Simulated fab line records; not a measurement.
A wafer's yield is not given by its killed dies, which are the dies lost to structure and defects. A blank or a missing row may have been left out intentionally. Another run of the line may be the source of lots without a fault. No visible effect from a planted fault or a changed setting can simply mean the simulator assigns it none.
Struck lot and sound lot, side by side    flow sky130    15 out of 708 route steps
Sound: the wafers L370.3, L370.4, L370.5. Struck: wafers L376.3, L376.5, L376.6. At the end, the cause is stated.
At each step with rows: each side's tool, then ch and its chambers, then its first start. Under that, the readings that differ: sound wafers    struck wafers    difference of the means    sigmas: that difference in standard deviations of wafers without a fault.
alike: same words and numbers on both sides, and readings whose means sit less than 2 such deviations apart. not compared: any withheld reading, any reading some wafer has no value for, any bound like >300 that may hide the same value, and any number with overlapping values for which the record gives no deviation.
A row with sigmas, a row that says differs or no value, or rows on one side alone: a step with any of these is where the two part. Numbers that don't overlap but have no deviation are shown without sigmas and don't part them. A reading missing from all wafers of one side parts the sides only when that side holds two or more wafers.

first, 1 step without rows for these wafers: SKY_VT_ADJUST_LVTN_IMPLANT_19.
SKY_VT_ADJUST_LVTN_STRIP_20: strips in O2/N2.
  sound on plasma asher-01 ch 0,1, day 7 19:49; struck on plasma asher-01 ch 0,1, day 9 10:55
  alike: drypump motor current A, oes product au, strip time to endpoint s
  not compared: rf hours counter h
SKY_VT_ADJUST_LVTN_TW_MEAS_21:
  sound: film metro-01 at day 7 19:54; struck: film metro-03 at day 9 11:00
  alike: VT_ADJUST_LVTN_2_TW
then, 7 steps without rows for these wafers: SKY_VT_ADJUST_NCORE_DEHYDRATE_00 (time 60 s); SKY_VT_ADJUST_NCORE_HMDS_01 (prime time 60 s); SKY_VT_ADJUST_NCORE_COAT_02 (resist thk 1140 nm); SKY_VT_ADJUST_NCORE_SOFTBAKE_03 (time 60 s); SKY_VT_ADJUST_NCORE_EXPOSE_04 (exposes mask LVTN COMPLEMENT THIN, target cd 380 nm); SKY_VT_ADJUST_NCORE_PEB_05; SKY_VT_ADJUST_NCORE_DEVELOP_06 (develop time 60 s).
SKY_VT_ADJUST_NCORE_CD_MEAS_07: the cd target is 380 nm.
  sound: cd sem-01 at day 8 15:38; struck: cd sem-02 at day 10 08:10
  alike: cd nm
SKY_VT_ADJUST_NCORE_OVL_MEAS_08:
  sound: overlay-02 at day 8 15:44; struck: overlay-02 at day 10 08:16
  alike: VT_ADJUST_NCORE_OVL
SKY_VT_ADJUST_NCORE_IMPLANT_09:
  sound on implanter-04 ch 0, day 8 15:48; struck on implanter-02, day 10 08:20
  no value came back on the struck wafers for beam energy keV, beam on s (s); on the sound wafers beam energy keV reads 10.000 9.999 9.997
SKY_VT_ADJUST_NCORE_STRIP_10: strips in O2/N2.
  sound on plasma asher-01 ch 0,1, day 8 15:56; struck on plasma asher-01 ch 0,1, day 10 08:28
  alike: drypump motor current A, oes product au, strip time to endpoint s
  not compared: rf hours counter h
SKY_VT_ADJUST_NCORE_TW_MEAS_11:
  sound: film metro-03 at day 8 16:01; struck: film metro-02 at day 10 08:33
reading             sound              struck          difference  sigmas
VT_ADJUST_NCORE_TW  221.1 221.0 220.6  30.1 29.9 30.1  -190.9      -99 or more

== WHERE THEY PART ==
At SKY_VT_ADJUST_NCORE_IMPLANT_09 first; at SKY_VT_ADJUST_NCORE_TW_MEAS_11 last (within this record only).

WHY: what had been put in by the simulator
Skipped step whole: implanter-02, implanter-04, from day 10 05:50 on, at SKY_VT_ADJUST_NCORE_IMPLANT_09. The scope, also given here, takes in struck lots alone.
